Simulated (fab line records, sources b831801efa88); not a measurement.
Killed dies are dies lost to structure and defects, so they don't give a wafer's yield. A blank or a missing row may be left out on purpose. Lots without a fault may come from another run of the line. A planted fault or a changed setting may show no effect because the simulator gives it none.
A struck lot beside a sound one | flow sfq_line | 42 steps out of a route of 325
Sound: wafers L119.3, L119.4, L119.6. Struck: wafer L102.2. (L102.1, L102.5 of the same lot were not struck and are left out.) The cause comes at the end.
At each step with rows: each side's tool, then ch and its chambers, then its first start. Under that, the readings that differ: sound wafers | struck wafers | difference of the means | sigmas: that difference in standard deviations of wafers without a fault.
alike: readings whose means differ by less than 2 such deviations, and words and numbers that are the same on both sides. not compared: withheld readings, readings that some wafer has no value for, bounds like >300 that may hide the same value, and numbers for which the record gives no deviation and whose values overlap.
The two part at a step that has a row with sigmas, a row that says differs or no value, or rows on one side only. Numbers that don't overlap but have no deviation are shown without sigmas and don't part them. A reading that every wafer of one side lacks parts them only if that side has two wafers or more.

first, 6 steps without rows for these wafers: SFQ_TRILAYER_M3_LITHO_COAT_080 (resist thk 62 nm); SFQ_TRILAYER_M3_LITHO_COAT_075 (resist thk 600 nm); SFQ_TRILAYER_M3_LITHO_SOFTBAKE_079; SFQ_TRILAYER_M3_LITHO_EXPOSE_076 (exposes mask M3, target cd 500 nm); SFQ_TRILAYER_M3_LITHO_PEB_078 (peb time 60 s); SFQ_TRILAYER_M3_LITHO_DEVELOP_077 (time 60 s).
SFQ_M3_OVL_MEAS_921:
  sound on overlay-02, day 53 03:02; struck on overlay-02, day 39 09:23
  alike: M3_OVL
then, 4 steps without rows for these wafers: SFQ_TRILAYER_M3_BARC_OPEN_METAL_ETCH_100 (etches BARC in O2, target depth 125 nm, time 41.7 s); SFQ_TRILAYER_M3_ETCH_METAL_ETCH_078 (etches Nb in Cl2/Ar, stops on SiO2, target depth 240 nm, time 120 s); SFQ_TRILAYER_M3_STRIP_STRIP_079 (strips in O2); SFQ_TRILAYER_M3_STRIP_SOLV_CLEAN_080 (cleans in NMP, time 600 s).
SFQ_TRILAYER_I3_DEP_PECVD_081: deposits SiO2 from SiH4/N2O, time 111.11 s, target thk 500 nm.
  sound on pecvd-02 ch 1,2, day 53 04:49; struck on pecvd-03 ch 2, day 39 10:23
  alike: heater_power_w, throttle_valve_pct
  not compared: since_wet_clean_h
SFQ_TRILAYER_I3_CMP_CMP_082: polishes SiO2.
  sound on cmp-02 ch 0,1,3, day 54 16:37; struck on cmp-02 ch 2, day 39 12:10
  reading                                             | sound             | struck | difference | sigmas
  time_to_endpoint_s (s)                              | 223 232 234       | 277    | +47        | +6
  model.SiO2_of_TRILAYER_I3_DEP_PECVD_081.thk_nm (nm) | 200.8 201.8 202.7 | 303.7  | +101.9     |
  alike: motor_current_A
SFQ_I3_BOW_MEAS_922:
  sound on film_metro-03, day 54 19:10; struck on film_metro-02, day 39 15:59
  not compared: I3_BOW
SFQ_TRILAYER_I3_METRO_MEASURE_083:
  sound on film_metro-03, day 54 19:38; struck on film_metro-02, day 40 02:00
  reading     | sound             | struck | difference | sigmas
  thk_nm (nm) | 200.5 202.1 202.5 | 303.6  | +101.9     | +99 or more
then, 6 steps without rows for these wafers: SFQ_TRILAYER_I3_VIA_LITHO_COAT_090 (resist thk 62 nm); SFQ_TRILAYER_I3_VIA_LITHO_COAT_085 (resist thk 650 nm); SFQ_TRILAYER_I3_VIA_LITHO_SOFTBAKE_089; SFQ_TRILAYER_I3_VIA_LITHO_EXPOSE_086 (exposes mask I3, target cd 500 nm); SFQ_TRILAYER_I3_VIA_LITHO_PEB_088 (peb time 60 s); SFQ_TRILAYER_I3_VIA_LITHO_DEVELOP_087 (time 60 s).
-- the record jumps here: 6 days lie between the struck wafers' starts before and after --
SFQ_I3_OVL_MEAS_923:
  sound on overlay-02, day 58 20:26; struck on overlay-02, day 45 18:26
  alike: I3_OVL
then, 1 step without rows for these wafers: SFQ_TRILAYER_I3_VIA_BARC_OPEN_VIA_ETCH_121 (etches BARC in O2, target depth 125 nm, time 41.7 s).
SFQ_TRILAYER_I3_VIA_ETCH_VIA_ETCH_088: etches SiO2 in CHF3, stops on Nb, target depth 260 nm.
  sound on rie_diel-03 ch 0,1, day 58 20:30; struck on rie_diel-04 ch 1, day 45 18:31
  reading                        | sound             | struck | difference | sigmas
  oes_product_au (a.u.)          | 0.857 0.857 0.859 | 1.003  | +0.145     | +32
  model.etch.depth_nm (nm)       | 200.8 201.8 202.7 | 258.1  | +56.3      |
  model.I3.feature_depth_nm (nm) | 200.8 201.8 202.7 | 258.1  | +56.3      |
  alike: drypump_motor_current_A
then, 2 steps without rows for these wafers: SFQ_TRILAYER_I3_VIA_STRIP_STRIP_089 (strips in O2); SFQ_TRILAYER_I3_VIA_STRIP_SOLV_CLEAN_090 (cleans in NMP, time 600 s).
SFQ_TRILAYER_M4_DEP_PRE_CLEAN_092: time 22.5 s.
  sound on pvd_sputter-05, day 58 21:23; struck on pvd_sputter-05, day 45 19:36
  reading                                             | sound             | struck | difference | sigmas
  model.SiO2_of_TRILAYER_I3_DEP_PECVD_081.thk_nm (nm) | 193.3 194.3 195.2 | 296.2  | +101.9     |
SFQ_TRILAYER_M4_DEP_SPUTTER_091: material Nb, target thk 200 nm, time 133.3 s.
  sound on pvd_sputter-05, day 58 21:25; struck on pvd_sputter-05, day 45 19:38
  alike: throttle_valve_pct
SFQ_M4_RS_MEAS_924: measures by four-point-probe.
  sound on film_metro-01, day 58 21:33; struck on film_metro-03, day 45 19:43
  alike: M4_NB_RS
then, 6 steps without rows for these wafers: SFQ_TRILAYER_M4_LITHO_COAT_098 (resist thk 62 nm); SFQ_TRILAYER_M4_LITHO_COAT_093 (resist thk 600 nm); SFQ_TRILAYER_M4_LITHO_SOFTBAKE_097; SFQ_TRILAYER_M4_LITHO_EXPOSE_094 (exposes mask M4, target cd 500 nm); SFQ_TRILAYER_M4_LITHO_PEB_096 (peb time 60 s); SFQ_TRILAYER_M4_LITHO_DEVELOP_095 (time 60 s).
-- the record jumps here: 4 days lie between the struck wafers' starts before and after --
SFQ_M4_OVL_MEAS_926:
  sound on overlay-01, day 59 00:54; struck on overlay-02, day 49 15:50
  alike: M4_OVL
SFQ_TRILAYER_M4_BARC_OPEN_METAL_ETCH_123: etches BARC in O2, target depth 125 nm, time 41.7 s.
  sound on rie_metal-02 ch 0,1, day 59 00:57; struck on rie_metal-01 ch 1, day 49 15:52
  reading                | sound | struck | difference                   | sigmas
  rf_hours_counter_h (h) | - - - | 41     | no value on the sound wafers |
  alike: drypump_motor_current_A, oes_product_au
SFQ_TRILAYER_M4_ETCH_METAL_ETCH_096: etches Nb in Cl2/Ar, stops on SiO2, target depth 240 nm, time 120 s.
  sound on rie_metal-02 ch 0,1, day 59 01:02; struck on rie_metal-01 ch 1, day 49 15:56
  reading                | sound | struck | difference                   | sigmas
  rf_hours_counter_h (h) | - - - | 41     | no value on the sound wafers |
  alike: drypump_motor_current_A, oes_product_au
SFQ_TRILAYER_M4_STRIP_STRIP_097: strips in O2.
  sound on rie_metal-02 ch 0,1, day 59 01:19; struck on rie_metal-01 ch 1, day 49 16:03
  reading                | sound | struck | difference                   | sigmas
  rf_hours_counter_h (h) | - - - | 41     | no value on the sound wafers |
  alike: drypump_motor_current_A, oes_product_au, platen_temp_c
then, 2 steps without rows for these wafers: SFQ_TRILAYER_M4_STRIP_SOLV_CLEAN_098 (cleans in NMP, time 600 s); SFQ_TRILAYER_I4_DEP_PECVD_099 (deposits SiO2 from SiH4/N2O, time 111.11 s, target thk 500 nm).
-- the record jumps here: 35 days lie between the struck wafers' starts before and after --
SFQ_M8_BOW_MEAS_951:
  sound on film_metro-04, day 87 13:53; struck on film_metro-04, day 84 17:31
  reading                 | sound             | struck | difference | sigmas
  model.etest.i3.link_ohm | 1.973 1.977 1.955 | 1e+06  | +1e+06     |
  alike: M8_BOW

WHERE THEY PART
First at SFQ_TRILAYER_I3_CMP_CMP_082; last, within this record, at SFQ_TRILAYER_M4_STRIP_STRIP_097. Later steps at which nothing parts them and some readings are alike: SFQ_M8_BOW_MEAS_951.

WHY: what the simulator had put in
Process parameter drift: cmp-02, from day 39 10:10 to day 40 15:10, at SFQ_TRILAYER_I3_CMP_CMP_082. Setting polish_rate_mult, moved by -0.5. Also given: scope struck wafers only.
